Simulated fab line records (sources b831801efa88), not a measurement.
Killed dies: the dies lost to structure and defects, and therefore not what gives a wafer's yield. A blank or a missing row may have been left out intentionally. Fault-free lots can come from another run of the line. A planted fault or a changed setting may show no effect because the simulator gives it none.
A struck lot beside a sound one / flow sky130 / 17 out of 708 route steps
Sound: wafers L173.2, L173.4, L173.6. Wafers L187.2, L187.4, L187.5 were the ones struck. Last of all comes the cause.
Order at every step that has rows: each side's tool, ch and its chambers, its first start. Under that, the readings that differ: sound wafers / struck wafers / difference of the means / sigmas: that difference in standard deviations of wafers without a fault.
alike: same words and numbers on both sides, and readings whose means sit less than 2 such deviations apart. not compared: any withheld reading, any reading some wafer has no value for, any bound like >300 that may hide the same value, and any number with overlapping values for which the record gives no deviation.
The two part at a step that has a row with sigmas, a row that says differs or no value, or rows on one side only. Numbers that don't overlap but have no deviation are shown without sigmas and don't part them. Lack of a reading on every wafer of one side parts them only where that side has two or more wafers.

SKY_GATE_OXIDE_TW_MEAS_14:
  sound: film-metro-04 at day 15 07:18; struck: film-metro-02 at day 20 05:41
reading=GATE_OXIDE_TW; sound=226.2 226.4 226.1; struck=221.8 222.3 222.1; difference=-4.2; sigmas=-2
then, 3 steps without rows for these wafers: SKY_GATE_OXIDE_CLEAN_15 (cleans in SC1/SC2, time 150 s); SKY_GATE_OXIDE_OXIDATION_16 (stabilise 600 s, purge 300 s, target thk 3.57 nm); SKY_POLY_GATE_CVD_00 (deposits poly-Si, target thk 180 nm, time 720 s).
SKY_POLY_GATE_THK_MEAS_01:
  sound: film-metro-01 at day 15 10:08; struck: film-metro-02 at day 20 08:32
reading=POLY_GATE_CVD_00_THK (nm); sound=180.1 180.6 181.5; struck=177.0 175.1 175.8; difference=-4.8; sigmas=-3
then, 7 steps without rows for these wafers: SKY_RES_PROTECT_DEHYDRATE_00 (time 60 s); SKY_RES_PROTECT_HMDS_01 (prime time 60 s); SKY_RES_PROTECT_COAT_02 (resist thk 1140 nm); SKY_RES_PROTECT_SOFTBAKE_03 (time 60 s); SKY_RES_PROTECT_EXPOSE_04 (exposes mask RPM, target cd 1270 nm); SKY_RES_PROTECT_PEB_05; SKY_RES_PROTECT_DEVELOP_06 (develop time 60 s).
SKY_POLY_GATE_IMPLANT_02:
  sound on implanter-02 ch 0, day 16 13:34; struck on implanter-04 ch 0, day 21 15:20
  alike: dose-ions-cm2
SKY_RES_PROTECT_STRIP_07: strips in O2/N2.
  sound on plasma-asher-01 ch 0,1, day 16 13:41; struck on plasma-asher-03 ch 0, day 21 15:28
reading=oes-product-au (a.u.); sound=0.509 0.513 0.512; struck=0.498 0.493 0.511; difference=-0.011; sigmas=-2
reading=strip-time-to-endpoint-s (s); sound=23.24 23.31 23.27; struck=25.12 25.12 25.10; difference=+1.84; sigmas=+39
  alike: drypump-motor-current-A
  not compared: rf-hours-counter-h
SKY_RES_PROTECT_TW_MEAS_08:
  sound: film-metro-03 at day 16 13:48; struck: film-metro-04 at day 21 15:48
reading=POLY_GATE_TW; sound=4014 3977 3980; struck=4137 4159 4150; difference=+158; sigmas=+5
then, 1 step without rows for these wafers: SKY_RES_PROTECT_CLEAN_09 (cleans in SC1/SC2, time 150 s).
-- record jumps: 28 days separate the struck wafers' starts on either side; left off in module RES_PROTECT, taken up again in module PAD_OPEN, whose first shown step is the route's number 708 --
SKY_PAD_OPEN_PROBE_99:
  sound: prober-01 at day 46 21:16; struck: prober-01 at day 50 00:37
reading=model.etest.res-poly.line-ohm-um; sound=513.4 512.6 524.6; struck=377.2 389.1 386.6; difference=-132.6; sigmas=
reading=model.etest.licon-poly.rc-ohm; sound=153.3 155.9 157.3; struck=105.2 103.5 102.6; difference=-51.7; sigmas=
reading=model.etest.res-poly.rs-ohm-sq; sound=48.09 48.97 48.6; struck=36.11 36.43 36.45; difference=-12.22; sigmas=
  alike: killed_at_M0_to_M3, killed_at_M4_up, killed-at-contacts, killed-at-front-end, killed-at-other, killed-dies, killed-open, killed-short

== WHERE THEY PART ==
Earliest at SKY_GATE_OXIDE_TW_MEAS_14; latest, in this record, at SKY_RES_PROTECT_TW_MEAS_08. Later steps at which nothing parts them and some readings are alike: SKY_PAD_OPEN_PROBE_99.

WHY: what had been put in by the simulator
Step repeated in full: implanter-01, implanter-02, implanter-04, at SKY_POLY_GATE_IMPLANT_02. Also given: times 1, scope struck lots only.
